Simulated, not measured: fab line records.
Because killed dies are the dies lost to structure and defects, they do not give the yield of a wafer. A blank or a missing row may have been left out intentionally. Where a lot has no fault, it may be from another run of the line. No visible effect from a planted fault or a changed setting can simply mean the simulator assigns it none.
The tool behind it: which one? ; flow sky130 ; 36 wafers from 12 lots sampled at 4 of the route's 708 steps

== WHAT EACH GAUGE READ, for each wafer ==
SKY_LDD_N_OVL_MEAS_07. Usual: LDD_N_OVL gives -0.4 nm (standard deviation 1.4).
lot;measured;on;LDD_N_OVL (nm);flag
L454;day 18 15:36;overlay-02;-0.3 0.5 -1.8;
L455;day 19 02:37;overlay-02;0.3 3.3 0.3;
L456;day 19 07:52;overlay-02;-2.8 -2.6 -3.5;
L458;day 20 02:09;overlay-01;0.6 -1.4 -1.9;
L460;day 20 13:47;overlay-01;0.8 1.1 1.4;
L463;day 21 18:14;overlay-01;-1.5 1.1 0.5;
L464;day 22 02:28;overlay-02;1.4 -0.8 -0.8;
L468;day 23 11:11;overlay-01;-0.5 -0.1 -1.3;
L472;day 25 02:38;overlay-01;-0.1 -2.6 -0.7;
L473;day 25 10:38;overlay-02;0.1 0.0 1.6;
L474;day 25 13:17;overlay-02;-2.8 0.1 0.5;
L475;day 25 17:57;overlay-01;-0.3 -0.1 0.0;

SKY_LDD_LDN_TW_MEAS_13. Usual: LDD_LDN_TW gives 1479 (standard deviation 8.4).
lot;measured;on;LDD_LDN_TW;flag
L454;day 23 19:52;film metro-03;1462 1470 1468;
L455;day 24 06:35;film metro-02;1487 1489 1498;
L456;day 24 12:08;film metro-03;1463 1470 1470;
L458;day 25 06:38;film metro-02;1483 1492 1480;
L460;day 25 16:14;film metro-04;1480 1479 1483;
L463;day 26 21:08;film metro-03;1473 1483 1466;
L464;day 27 04:26;film metro-04;1485 1491 1476;
L468;day 28 10:31;film metro-02;1501 1485 1486;
L472;day 29 23:26;film metro-03;1516 1516 1514;OFF
L473;day 30 06:46;film metro-03;1473 1471 1471;
L474;day 30 09:16;film metro-02;1485 1475 1468;
L475;day 30 14:29;film metro-04;1531 1526 1516;OFF

SKY_POLY_CUT_CD_MEAS_08: target cd 270 nm. Usual: cd nm 269.6 nm, standard deviation 1.4.
lot;measured;on;cd nm (nm);flag
L454;day 25 03:44;cd sem-02;270.7 271.9 271.8;
L455;day 25 14:51;cd sem-01;271.8 270.9 270.4;
L456;day 25 19:13;cd sem-01;267.0 267.1 268.5;
L458;day 26 15:57;cd sem-02;269.6 271.1 270.6;
L460;day 27 00:10;cd sem-01;269.2 267.6 269.6;
L463;day 28 04:27;cd sem-02;269.9 269.0 267.6;
L464;day 28 13:34;cd sem-02;270.2 271.0 270.0;
L468;day 29 15:32;cd sem-02;268.8 266.9 269.0;
L472;day 31 04:35;cd sem-01;267.1 267.7 266.9;
L473;day 31 12:38;cd sem-02;271.9 270.7 272.4;
L474;day 31 13:53;cd sem-02;269.9 269.2 269.3;
L475;day 31 19:30;cd sem-02;268.3 268.6 268.2;

== WHICH TOOL RAN EACH LOT (tool, then ch and the chambers of the sampled wafers, then the start) ==
lot;SKY_LDD_LDN_IMPLANT_08
L454;implanter-03 ch 0, day 23 19:10
L455;implanter-03 ch 0, day 24 05:55
L456;implanter-02 ch 0, day 24 11:28
L458;implanter-03 ch 0, day 25 05:58
L460;implanter-03 ch 0, day 25 15:34
L463;implanter-02 ch 0, day 26 20:27
L464;implanter-01 ch 0, day 27 03:46
L468;implanter-02 ch 0, day 28 09:49
L472;implanter-02 ch 0, day 29 22:44
L473;implanter-03 ch 0, day 30 06:04
L474;implanter-03 ch 0, day 30 08:34
L475;implanter-02 ch 0, day 30 13:49
- SKY_LDD_LDN_IMPLANT_08

== AS READ BY THE TOOLS THEMSELVES (means over the sampled wafers that have a number; for cases with no such wafer, the mark the record gives instead) ==
SKY_LDD_LDN_IMPLANT_08. Usual: beam energy keV 15.000, standard deviation 0.0049; rotation deg 22.999 degrees, standard deviation 0.023.
lot;tool;beam energy keV;rotation deg (degrees);flag
L454;implanter-03;15.004;22.985;
L455;implanter-03;15.003;22.970;
L456;implanter-02;14.997;23.007;
L458;implanter-03;14.992;22.998;
L460;implanter-03;15.002;23.014;
L463;implanter-02;15.001;23.022;
L464;implanter-01;15.001;23.036;
L468;implanter-02;14.997;22.988;
L472;implanter-02;21.133;23.021;OFF
L473;implanter-03;14.999;22.985;
L474;implanter-03;14.998;22.978;
L475;implanter-02;21.137;23.005;OFF

== THE ANSWER, worked out from the rows above alone ==
Rule: lot off if the mean of its wafers having a number is beyond 3 standard deviations from the usual mean. A lot without any number at a reading at which 4 lots or more have one is off too. Any other lot the step has rows for is counted as sound. First the gauges in route order, then the tools' own readings, where a lot's mean is used as printed above. At the first step where some lot is off, the reading lying furthest off is the one used; lots without a number count as furthest.
Off: at SKY_LDD_LDN_TW_MEAS_13 (LDD_LDN_TW), L472, L475.
A tool fits if, at a process step before that reading, it ran every lot that is off, and no sound lot after the first of them. The gauges at SKY_LDD_LDN_TW_MEAS_13 aren't tried: what is off there is off at SKY_LDD_LDN_IMPLANT_08 too, on other tools, and a gauge's error can't cause that. One fits: implanter-02 at SKY_LDD_LDN_IMPLANT_08. A fault onset in the window from L468 (day 28 09:49, its last sound lot) to L472 (day 29 22:44, its first lot off) fits.
The tool's own readings at SKY_LDD_LDN_IMPLANT_08 bear it out: on the lots that are off they differ by more than 5 times the standard deviation of the sound lots' means. beam energy keV reads 21.135 there against 14.999 on the sound lots.

== WHAT THE SIMULATOR PUT IN ==
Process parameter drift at SKY_LDD_LDN_IMPLANT_08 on implanter-02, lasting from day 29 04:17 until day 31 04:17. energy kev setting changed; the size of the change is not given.
Lots struck among those shown: L472, L475. The rule above found the same.
